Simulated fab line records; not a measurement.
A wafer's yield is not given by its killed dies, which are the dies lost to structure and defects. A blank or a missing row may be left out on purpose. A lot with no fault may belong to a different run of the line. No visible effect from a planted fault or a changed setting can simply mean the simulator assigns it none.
Comparing a struck lot with a sound one | flow sky130 | 15 steps out of a route of 708
Sound: the wafers L850.1, L850.4, L850.6. Struck: wafers L841.2, L841.3 (left out: L841.5, a lot-mate that was not struck); the cause follows at the end.
Order at every step that has rows: each side's tool, ch and its chambers, its first start. Under that, the readings that differ: sound wafers | struck wafers | difference of the means | sigmas: that difference in standard deviations of wafers without a fault.
alike: a reading whose means differ by less than 2 such deviations, as well as words and numbers matching on both sides. not compared: withheld readings; readings where some wafer has no value; bounds like >300 that might hide an equal value; numbers whose values overlap and for which the record gives no deviation.
A row with sigmas, a row that says differs or no value, or rows on one side alone: a step with any of these is where the two part. Non-overlapping numbers with no deviation appear without sigmas and do not part them. Lack of a reading on every wafer of one side parts them only where that side has two or more wafers.

SKY_METAL1_THK_MEAS_06: measures by xrf.
  struck on film metro-03, day 33 04:57; sound on film metro-03, day 35 19:34
  reading              | sound       | struck  | difference | sigmas
  METAL1_ALCU_THK (nm) | 248 251 252 | 244 243 | -7         | -2
then, 8 steps without rows for these wafers: SKY_METAL1_DEHYDRATE_07 (time 60 s); SKY_METAL1_HMDS_08 (prime time 60 s); SKY_METAL1_COAT_09 (resist thk 60 nm); SKY_METAL1_COAT_10 (resist thk 450 nm); SKY_METAL1_SOFTBAKE_11 (time 90 s); SKY_METAL1_EXPOSE_12 (exposes mask MM1, target cd 140 nm); SKY_METAL1_PEB_13; SKY_METAL1_DEVELOP_14 (develop time 60 s).
SKY_METAL1_CD_MEAS_15: target cd 140 nm.
  struck on cd sem-02, day 34 07:03; sound on cd sem-02, day 36 21:25
  alike: cd nm
SKY_METAL1_OVL_MEAS_16:
  struck on overlay-01, day 34 07:10; sound on overlay-02, day 36 21:32
  alike: METAL1_OVL
SKY_METAL1_DESCUM_17: chemistry O2, time 8 s.
  sound on rie metal-02 ch 0, day 36 21:34; struck on rie metal-01 ch 0, day 34 07:11
  reading                     | sound       | struck  | difference | sigmas
  drypump motor current A (A) | 5.1 5.1 5.1 | 6.2 6.3 | +1.2       | +3
  alike: he backside leak sccm, oes product au
  not compared: rf hours counter h
SKY_METAL1_ETCH_18: etches BARC in N2/H2, stops on SiO2, time 45.9 s, target depth 60 nm.
  sound on rie metal-02 ch 0, day 36 21:36; struck on rie metal-01 ch 0, day 34 07:13
  reading                                       | sound             | struck      | difference | sigmas
  drypump motor current A (A)                   | 5.1 5.1 5.1       | 6.3 6.3     | +1.2       | +3
  oes product au (a.u.)                         | 0.848 0.858 0.853 | 0.829 0.836 | -0.020     | -4
  model.KrF-thick_of_METAL1_COAT_10.thk nm (nm) | 392 391.6 392     | 400.8 401.1 | +9.1       |
  model.etch.depth nm (nm)                      | 60.05 59.82 59.82 | 57.65 58.01 | -2.07      |
  alike: he backside leak sccm, throttle valve pct
  not compared: rf hours counter h
SKY_METAL1_METAL_ETCH_19: etches the open film in Cl2/BCl3, stops on SiO2, target depth 360 nm, time 78 s.
  sound on rie metal-02 ch 0, day 36 21:40; struck on rie metal-01 ch 0, day 34 07:17
  reading                     | sound       | struck  | difference | sigmas
  drypump motor current A (A) | 5.1 5.1 5.1 | 6.3 6.3 | +1.2       | +3
  alike: he backside leak sccm, oes product au, throttle valve pct
  not compared: rf hours counter h
-- the record jumps here: 13 days lie between the struck wafers' starts before and after (it left off in module METAL1 and takes up again in module PAD_OPEN, whose first step shown is number 708 of the route) --
SKY_PAD_OPEN_PROBE_99:
  struck on prober-01, day 46 21:25; sound on prober-02, day 48 22:34
  reading                               | sound                | struck        | difference | sigmas
  model.etest.met1 comb.leak log10 a um | -12.17 -12.15 -12.13 | -10.66 -10.71 | +1.46      |
  alike: defect limited yield, killed_at_M0_to_M3, killed_at_M4_up, killed at contacts, killed at front end, killed at other, killed dies, killed open, killed short, sort_bin_3_pad_short, sort_bin_5_function, sort_bin_6_memory, sort n pass, sort yield pct

== WHERE THEY PART ==
First at SKY_METAL1_THK_MEAS_06; last, within this record, at SKY_METAL1_METAL_ETCH_19. Later steps at which nothing parts them and some readings are alike: SKY_PAD_OPEN_PROBE_99.

WHY: what the simulator had put in
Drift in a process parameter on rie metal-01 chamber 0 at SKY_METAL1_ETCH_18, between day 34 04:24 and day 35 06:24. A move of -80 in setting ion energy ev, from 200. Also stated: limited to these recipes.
